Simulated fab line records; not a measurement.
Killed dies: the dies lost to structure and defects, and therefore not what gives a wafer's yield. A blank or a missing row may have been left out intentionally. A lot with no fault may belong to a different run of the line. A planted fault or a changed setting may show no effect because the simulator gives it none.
Chamber matching -- flow gf180mcu -- GF_CONTACT_CMP_04 on cmp-01: 4 sister chambers
The step polishes SiO2. 4 wafers are shown with their chamber, then 12 later ones without.

## EACH WAFER AND ITS CHAMBER
wafer,chamber,motor current A (A)
L087.3,2,13.2
L088.4,1,14.4
L088.5,3,12.9
L088.6,0,13.2

## WAFERS WITHOUT THEIR CHAMBER
wafer,motor current A (A)
L091.3,13.0
L091.5,12.5
L091.6,12.7
L092.3,12.0
L092.4,14.4
L092.6,12.5
L094.1,14.8
L094.2,12.7
L094.4,12.6
L097.1,13.4
L097.2,13.4
L097.3,13.5

## WHICH CHAMBER EACH WENT THROUGH
wafer,from the rows above,in truth
L091.3,can't be placed: 3 or 0 or 2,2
L091.5,can't be placed: 3 or 0 or 2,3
L091.6,can't be placed: 3 or 0 or 2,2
L092.3,can't be placed: 3 or 0 or 2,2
L092.4,1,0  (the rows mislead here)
L092.6,can't be placed: 3 or 0 or 2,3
L094.1,1,1
L094.2,can't be placed: 3 or 0 or 2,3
L094.4,can't be placed: 3 or 0 or 2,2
L097.1,can't be placed: 0 or 2 or 3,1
L097.2,can't be placed: 0 or 2 or 3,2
L097.3,can't be placed: 0 or 2 or 3 or 1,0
Correctly placed: 1 of 12. From these rows, 10 cannot be placed; in 9 the true chamber is one of the candidates. Number placed wrongly: 1.
How it was worked out, from the rows above alone: a wafer's distance from a chamber is the root of the sum, over the readings, of the square of ((its reading less the chamber's mean) divided by the reading's scatter). If the next closest chamber is less than 2 further off than the closest, the wafer can't be placed; otherwise it belongs to the closest. Each chamber's mean is taken over the wafers shown for it. The scatter: root of mean squared gap, hidden wafer to nearest shown wafer, with one shown wafer a chamber.
